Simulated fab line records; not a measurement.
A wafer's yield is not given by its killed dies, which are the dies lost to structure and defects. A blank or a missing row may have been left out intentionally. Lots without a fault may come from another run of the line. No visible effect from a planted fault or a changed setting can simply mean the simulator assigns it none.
fab line records + flow gf180mcu
[record]
- lots = 14
- wafers = 42
- lastDay = 34
route steps=602 shown TOP_METAL@578 PASSIVATION@589
lots untouched by any fault: they come from a run of this same line in which no faults occurred
startH: hours from the record's opening day to when the first of the lot's shown wafers began + waitH: time in hours since the lot's previous step + " unchanged from the row above + L1.1+2: one row covering several wafers at once + - either no value or no given start + * or withheld: withheld + < > ~ a bound
route shown NAME@n: names a module that has steps shown in the file, with the first one's number in the route + usual: mean and standard deviation over wafers with no fault + same: alike in all rows + chamber/n: place in a boat + sites: readings site by site + _std_site: the standard deviation of these + _edge_site: the outer-site mean with the inner-site mean subtracted + radiusMm: for every site, how far away it sits from the centre of the wafer + mask NAME#n: copy n + behind: the tool/chamber that last shaped the wafer + hold: reason for holding the lot/hours on hold/outcome of the hold + device: names the non-switching transistor (n, p or np) + end of line: the route-end tests of the same wafers + step lacking rows: just its recipe + killed: count of dies lost to structure and defects at first sort (not the wafer's yield) + map: shows each die of a wafer: x if killed, . if not, _ if none is there
set.NAME: the setting the step ran with; set.NAME@STEP: the setting that earlier step ran with + model.NAME: the simulator's own value behind a step, which no gauge read
route steps across a sampled set of lots; one table per step, one row per wafer
services: when a tool's chamber went out of use (startH, in hours from the record's first day, below 0 if earlier), for how many hours, and the reason
[[steps]]
[step GF_TOP_METAL_EXPOSE_11]
[recipe]
- maskId = MetalTop
- targetCdNm = 440
- na = 0.6
- sourceShape = conventional
- sigmaOuter = 0.6
- doseMj = 170
[usual]
- exposureDoseMJCm2 = 170.00/0.19
- focusOffsetNm = 0.1/0.5
| lot.wafer | tool            | chamber | startH | waitH | mask       | exposureDoseMJCm2 | focusOffsetNm |
|-----------|-----------------|---------|--------|-------|------------|-------------------|---------------|
| L612.1    | ilineStepper-02 | 0       | 638.88 | -     | MetalTop#0 | 169.86            | 1.0           |
| L612.5    | "               | 0       | "      | "     | MetalTop#0 | 169.86            | 0.6           |
| L612.6    | "               | 0       | "      | "     | MetalTop#0 | 169.82            | 0.7           |
| L614.1    | ilineStepper-02 | 0       | 652.84 | -     | MetalTop#0 | 170.07            | -0.4          |
| L614.4    | "               | 0       | "      | "     | MetalTop#0 | 170.13            | -0.6          |
| L614.5    | "               | 0       | "      | "     | MetalTop#0 | 170.23            | -0.6          |
| L617.3    | ilineStepper-01 | 0       | 683.02 | -     | MetalTop#0 | 170.45            | 0.3           |
| L617.4    | "               | 0       | "      | "     | MetalTop#0 | 170.05            | 0.0           |
| L617.6    | "               | 0       | "      | "     | MetalTop#0 | 169.96            | -0.2          |
| L619.2    | ilineStepper-02 | 0       | 694.87 | -     | MetalTop#0 | 170.22            | 0.2           |
| L619.4    | "               | 0       | "      | "     | MetalTop#0 | 170.03            | 0.3           |
| L619.5    | "               | 0       | "      | "     | MetalTop#0 | 169.99            | 0.4           |
| L620.4    | ilineStepper-02 | 0       | 701.14 | -     | MetalTop#0 | 169.74            | -0.8          |
| L620.5    | "               | 0       | "      | "     | MetalTop#0 | 169.91            | 0.0           |
| L620.6    | "               | 0       | "      | "     | MetalTop#0 | 169.88            | 0.0           |
| L621.4    | ilineStepper-02 | 0       | 704.64 | -     | MetalTop#0 | 170.07            | 0.2           |
| L621.5    | "               | 0       | "      | "     | MetalTop#0 | 169.89            | 0.3           |
| L621.6    | "               | 0       | "      | "     | MetalTop#0 | 169.60            | -0.4          |
| L622.1    | ilineStepper-01 | 0       | 716.46 | -     | MetalTop#0 | 170.01            | -0.7          |
| L622.3    | "               | 0       | "      | "     | MetalTop#0 | 170.30            | -0.8          |
| L622.4    | "               | 0       | "      | "     | MetalTop#0 | 170.09            | 0.3           |
| L626.2    | ilineStepper-01 | 0       | 744.25 | -     | MetalTop#0 | 170.22            | -0.5          |
| L626.3    | "               | 0       | "      | "     | MetalTop#0 | 169.87            | -0.4          |
| L626.5    | "               | 0       | "      | "     | MetalTop#0 | 169.94            | 0.0           |
| L627.1    | ilineStepper-01 | -       | 752.59 | -     | MetalTop#0 | -                 | -             |
| L627.2    | "               | -       | "      | "     | MetalTop#0 | -                 | -             |
| L627.3    | "               | -       | "      | "     | MetalTop#0 | -                 | -             |
| L628.1    | ilineStepper-01 | -       | 754.38 | -     | MetalTop#0 | -                 | -             |
| L628.4    | "               | -       | "      | "     | MetalTop#0 | -                 | -             |
| L628.6    | "               | -       | "      | "     | MetalTop#0 | -                 | -             |
| L631.3    | ilineStepper-02 | 0       | 769.10 | -     | MetalTop#0 | 170.30            | -0.3          |
| L631.4    | "               | 0       | "      | "     | MetalTop#0 | 169.95            | 0.3           |
| L631.6    | "               | 0       | "      | "     | MetalTop#0 | 170.17            | -0.2          |
| L633.2    | ilineStepper-01 | 0       | 777.68 | -     | MetalTop#0 | 169.90            | -0.3          |
| L633.5    | "               | 0       | "      | "     | MetalTop#0 | 170.11            | 0.1           |
| L633.6    | "               | 0       | "      | "     | MetalTop#0 | 170.17            | 0.1           |
| L634.3    | ilineStepper-01 | 0       | 784.62 | -     | MetalTop#0 | 169.98            | -0.3          |
| L634.4    | "               | 0       | "      | "     | MetalTop#0 | 170.03            | 0.0           |
| L634.6    | "               | 0       | "      | "     | MetalTop#0 | 170.20            | 0.5           |
| L635.3    | ilineStepper-01 | 0       | 789.04 | -     | MetalTop#0 | 170.06            | -0.3          |
| L635.4    | "               | 0       | "      | "     | MetalTop#0 | 169.99            | -0.3          |
| L635.5    | "               | 0       | "      | "     | MetalTop#0 | 169.75            | 0.2           |
[step GF_TOP_METAL_CD_MEAS_14]
[recipe]
- targetCdNm = 440
[usual]
- cdNm = 440/3
| lot.wafer | tool     | chamber | startH | waitH | cdNm |
|-----------|----------|---------|--------|-------|------|
| L612.1    | cdSem-01 | -       | 648.59 | 0.1   | 445  |
| L612.5    | "        | -       | "      | "     | 442  |
| L612.6    | "        | -       | "      | "     | 445  |
| L614.1    | cdSem-01 | -       | 662.35 | 0.1   | 440  |
| L614.4    | "        | -       | "      | "     | 438  |
| L614.5    | "        | -       | "      | "     | 439  |
| L617.3    | cdSem-02 | -       | 692.74 | 0.1   | 438  |
| L617.4    | "        | -       | "      | "     | 440  |
| L617.6    | "        | -       | "      | "     | 439  |
| L619.2    | cdSem-02 | -       | 703.45 | 0.1   | 443  |
| L619.4    | "        | -       | "      | "     | 440  |
| L619.5    | "        | -       | "      | "     | 440  |
| L620.4    | cdSem-01 | -       | 710.41 | 0.1   | 441  |
| L620.5    | "        | -       | "      | "     | 441  |
| L620.6    | "        | -       | "      | "     | 442  |
| L621.4    | cdSem-01 | -       | 713.69 | 0.1   | 438  |
| L621.5    | "        | -       | "      | "     | 435  |
| L621.6    | "        | -       | "      | "     | 439  |
| L622.1    | cdSem-02 | -       | 725.48 | 0.1   | 439  |
| L622.3    | "        | -       | "      | "     | 438  |
| L622.4    | "        | -       | "      | "     | 439  |
| L626.2    | cdSem-02 | -       | 752.17 | 0.1   | 439  |
| L626.3    | "        | -       | "      | "     | 441  |
| L626.5    | "        | -       | "      | "     | 439  |
| L627.1    | cdSem-02 | -       | 760.85 | 0.1   | -    |
| L627.2    | "        | -       | "      | "     | -    |
| L627.3    | "        | -       | "      | "     | -    |
| L628.1    | cdSem-01 | -       | 762.88 | 0.1   | -    |
| L628.4    | "        | -       | "      | "     | -    |
| L628.6    | "        | -       | "      | "     | -    |
| L631.3    | cdSem-02 | -       | 776.32 | 0.1   | 438  |
| L631.4    | "        | -       | "      | "     | 438  |
| L631.6    | "        | -       | "      | "     | 438  |
| L633.2    | cdSem-02 | -       | 785.52 | 0.1   | 441  |
| L633.5    | "        | -       | "      | "     | 443  |
| L633.6    | "        | -       | "      | "     | 439  |
| L634.3    | cdSem-01 | -       | 792.23 | 0.1   | 442  |
| L634.4    | "        | -       | "      | "     | 440  |
| L634.6    | "        | -       | "      | "     | 441  |
| L635.3    | cdSem-02 | -       | 796.18 | 0.1   | 439  |
| L635.4    | "        | -       | "      | "     | 440  |
| L635.5    | "        | -       | "      | "     | 442  |
[step GF_TOP_METAL_STRIP_17]
[recipe]
- chemistry = O2/N2
- powerW = 1400
- pressureMtorr = 1500
- platenTempC = 250
- o2FlowSccm = 3000
- n2FlowSccm = 300
- overashFraction = 0.5
[usual]
- drypumpMotorCurrentA = 6.1/0.62
- heaterPowerW = 356/45
- oesProductAu = 0.710/0.0044
- stripTimeToEndpointS = 13.42/0.1
| lot.wafer | tool           | chamber | startH | waitH | drypumpMotorCurrentA | heaterPowerW | oesProductAu | rfHoursCounterH | stripTimeToEndpointS |
|-----------|----------------|---------|--------|-------|----------------------|--------------|--------------|-----------------|----------------------|
| L612.1    | plasmaAsher-02 | 1       | 648.92 | 0.1   | 6.6                  | 417          | 0.707        | 58              | 13.52                |
| L612.5    | "              | 1       | "      | "     | 6.6                  | 411          | 0.713        | -               | 13.49                |
| L612.6    | "              | 0       | "      | "     | 6.0                  | 393          | 0.716        | -               | 13.39                |
| L614.1    | plasmaAsher-04 | 1       | 662.68 | 0.1   | 6.2                  | 327          | 0.707        | 107             | 13.37                |
| L614.4    | "              | 0       | "      | "     | 6.1                  | 312          | 0.709        | -               | 13.42                |
| L614.5    | "              | 0       | "      | "     | 6.1                  | 303          | 0.716        | -               | 13.44                |
| L617.3    | plasmaAsher-04 | 0       | 693.07 | 0.1   | 6.1                  | 311          | 0.702        | -               | 13.45                |
| L617.4    | "              | 1       | "      | "     | 6.2                  | 325          | 0.717        | -               | 13.46                |
| L617.6    | "              | 0       | "      | "     | 6.1                  | 314          | 0.708        | -               | 13.47                |
| L619.2    | plasmaAsher-04 | 0       | 703.77 | 0.1   | 6.1                  | 310          | 0.707        | 111             | 13.51                |
| L619.4    | "              | 1       | "      | "     | 6.2                  | 329          | 0.710        | -               | 13.40                |
| L619.5    | "              | 1       | "      | "     | 6.2                  | 331          | 0.707        | -               | 13.42                |
| L620.4    | plasmaAsher-02 | 1       | 710.72 | 0.1   | 6.6                  | 411          | 0.706        | -               | 13.29                |
| L620.5    | "              | 0       | "      | "     | 6.0                  | 388          | 0.712        | -               | 13.31                |
| L620.6    | "              | 1       | "      | "     | 6.6                  | 419          | 0.705        | -               | 13.35                |
| L621.4    | plasmaAsher-01 | 0       | 714.00 | 0.1   | 4.7                  | 305          | 0.702        | -               | 13.36                |
| L621.5    | "              | 0       | "      | "     | 4.7                  | 310          | 0.701        | -               | 13.52                |
| L621.6    | "              | 1       | "      | "     | 6.7                  | 363          | 0.710        | -               | 13.45                |
| L622.1    | plasmaAsher-01 | 1       | 725.81 | 0.1   | 6.8                  | 362          | 0.709        | 91              | 13.36                |
| L622.3    | "              | 1       | "      | "     | 6.8                  | 359          | 0.709        | -               | 13.30                |
| L622.4    | "              | 0       | "      | "     | 4.7                  | 307          | 0.715        | -               | 13.42                |
| L626.2    | plasmaAsher-02 | 0       | 752.48 | 0.1   | 6.0                  | 397          | 0.717        | 70              | 13.44                |
| L626.3    | "              | 1       | "      | "     | 6.6                  | 408          | 0.715        | -               | 13.41                |
| L626.5    | "              | 1       | "      | "     | 6.6                  | 416          | 0.710        | -               | 13.39                |
| L627.1    | plasmaAsher-04 | 0       | 761.18 | 0.1   | 6.1                  | 285          | 0.716        | 2               | 13.39                |
| L627.2    | "              | 1       | "      | "     | 6.2                  | 308          | 0.707        | 2               | 13.33                |
| L627.3    | "              | 1       | "      | "     | 6.3                  | 309          | 0.708        | -               | 13.32                |
| L628.1    | plasmaAsher-01 | 1       | 763.21 | 0.1   | 6.7                  | 356          | 0.706        | 94              | 13.33                |
| L628.4    | "              | 0       | "      | "     | 4.7                  | 302          | 0.709        | -               | 13.28                |
| L628.6    | "              | 0       | "      | "     | 4.7                  | 301          | 0.712        | -               | 13.30                |
| L631.3    | plasmaAsher-02 | 0       | 776.65 | 0.1   | 6.0                  | 406          | 0.709        | -               | 13.30                |
| L631.4    | "              | 1       | "      | "     | 6.6                  | 412          | 0.713        | -               | 13.29                |
| L631.6    | "              | 1       | "      | "     | 6.5                  | 410          | 0.700        | -               | 13.39                |
| L633.2    | plasmaAsher-01 | 0       | 785.83 | 0.1   | 4.7                  | 305          | 0.708        | 97              | 13.36                |
| L633.5    | "              | 0       | "      | "     | 4.7                  | 308          | 0.705        | -               | 13.36                |
| L633.6    | "              | 1       | "      | "     | 6.8                  | 365          | 0.707        | -               | 13.28                |
| L634.3    | plasmaAsher-01 | 0       | 792.72 | 0.2   | 4.7                  | 312          | 0.710        | -               | 13.50                |
| L634.4    | "              | 1       | "      | "     | 6.8                  | 356          | 0.708        | -               | 13.44                |
| L634.6    | "              | 1       | "      | "     | 6.7                  | 356          | 0.705        | -               | 13.47                |
| L635.3    | plasmaAsher-02 | 1       | 796.50 | 0.1   | 6.6                  | 417          | 0.713        | -               | 13.49                |
| L635.4    | "              | 0       | "      | "     | 6.0                  | 390          | 0.709        | -               | 13.41                |
| L635.5    | "              | 0       | "      | "     | 6.0                  | 404          | 0.708        | -               | 13.38                |
[step GF_PASSIVATION_CVD_02]
[recipe]
- material = Si3N4
- targetThkNm = 700
- timeS = 486.18
- tempC = 400
- rfW = 450
[usual]
- heaterPowerW = 720/87
| lot.wafer | tool     | chamber | startH | waitH | heaterPowerW |
|-----------|----------|---------|--------|-------|--------------|
| L612.1    | pecvd-03 | 1       | 649.60 | 0.1   | 918          |
| L612.5    | "        | 0       | "      | "     | 693          |
| L612.6    | "        | 2       | "      | "     | 692          |
| L614.1    | pecvd-04 | 1       | 663.35 | 0.1   | 698          |
| L614.4    | "        | 2       | "      | "     | 700          |
| L614.5    | "        | 2       | "      | "     | 735          |
| L617.3    | pecvd-03 | 1       | 693.74 | 0.0   | 875          |
| L617.4    | "        | 1       | "      | "     | 895          |
| L617.6    | "        | 0       | "      | "     | 828          |
| L619.2    | pecvd-02 | 2       | 704.47 | 0.0   | 771          |
| L619.4    | "        | 0       | "      | "     | 637          |
| L619.5    | "        | 0       | "      | "     | 665          |
| L620.4    | pecvd-02 | 2       | 711.53 | 0.2   | 676          |
| L620.5    | "        | 0       | "      | "     | 657          |
| L620.6    | "        | 2       | "      | "     | 741          |
| L621.4    | pecvd-02 | 0       | 714.82 | 0.2   | 552          |
| L621.5    | "        | 0       | "      | "     | 623          |
| L621.6    | "        | 2       | "      | "     | 813          |
| L622.1    | pecvd-04 | 2       | 726.53 | 0.1   | 735          |
| L622.3    | "        | 1       | "      | "     | 637          |
| L622.4    | "        | 2       | "      | "     | 582          |
| L626.2    | pecvd-02 | 1       | 753.15 | 0.0   | 755          |
| L626.3    | "        | 2       | "      | "     | 820          |
| L626.5    | "        | 2       | "      | "     | 698          |
| L631.3    | pecvd-04 | 0       | 777.29 | 0.0   | 663          |
| L631.4    | "        | 2       | "      | "     | 635          |
| L631.6    | "        | 0       | "      | "     | 693          |
| L633.2    | pecvd-03 | 0       | 786.50 | 0.0   | 817          |
| L633.5    | "        | 2       | "      | "     | 601          |
| L633.6    | "        | 0       | "      | "     | 835          |
| L634.3    | pecvd-03 | 1       | 793.49 | 0.0   | 816          |
| L634.4    | "        | 0       | "      | "     | 699          |
| L634.6    | "        | 2       | "      | "     | 563          |
| L635.3    | pecvd-02 | 2       | 797.41 | 0.0   | 714          |
| L635.4    | "        | 2       | "      | "     | 735          |
| L635.5    | "        | 0       | "      | "     | 624          |
[[services]]
| tool            | chamber | startH | hours | kind      |
|-----------------|---------|--------|-------|-----------|
| ilineStepper-02 | -       | 616.57 | 9.7   | repair    |
| pecvd-04        | -       | 619.97 | 1.4   | repair    |
| plasmaAsher-04  | -       | 624.27 | 4.4   | pm        |
| ilineStepper-01 | -       | 638.39 | 15.9  | repair    |
| pecvd-03        | -       | 643.47 | 0.7   | repair    |
| pecvd-02        | -       | 662.08 | 1.3   | repair    |
| pecvd-03        | -       | 676.56 | 0.3   | repair    |
| ilineStepper-01 | -       | 686.52 | 23.5  | repair    |
| pecvd-03        | 2       | 689.87 | 3.7   | repair    |
| pecvd-02        | 1       | 697.21 | 17.5  | repair    |
| plasmaAsher-01  | -       | 719.71 | 2.8   | repair    |
| ilineStepper-01 | -       | 725.69 | 1.0   | repair    |
| ilineStepper-02 | -       | 730.05 | 1.7   | pm        |
| plasmaAsher-04  | -       | 733.75 | 9.0   | pm        |
| plasmaAsher-04  | 0       | 733.75 | 9.0   | ventCycle |
| plasmaAsher-04  | 1       | 733.75 | 9.0   | ventCycle |
| pecvd-03        | 2       | 742.19 | 4.8   | repair    |
| plasmaAsher-04  | 0       | 742.75 | -     | clean     |
| plasmaAsher-04  | 1       | 742.75 | -     | clean     |
| plasmaAsher-01  | -       | 755.81 | 1.7   | repair    |
| ilineStepper-02 | -       | 786.58 | 10.6  | repair    |
[[key]]
[firstSign]
- step = GF_TOP_METAL_EXPOSE_11
- reading = toolRecord
- direction = missing
effect none on later readings
metAt GF_TOP_METAL_EXPOSE_11
struckLots L627,L628
laterRowsLeftOut L627.1,L627.2,L627.3,L628.1,L628.4,L628.6
sortLeftOut L627.1,L627.2,L627.3,L628.1,L628.4,L628.6
notActingAt GF_TOP_METAL_CD_MEAS_14,GF_TOP_METAL_STRIP_17,GF_PASSIVATION_CVD_02
onsetBetween 744.25 752.59
[fault]
- kind = skippedStepWhole
- tool = ilineStepper-01
- chamber = -
- onsetH = 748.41
- steps = GF_TOP_METAL_EXPOSE_11
- scope = struckLotsOnly
// sortLeftOut: the simulated sort isn't trusted on such a fault, so these wafers' sort isn't shown, and their yield isn't known
// laterRowsLeftOut: the simulator's readings of these wafers behind a module that went badly wrong aren't trusted and aren't shown, but for the sort
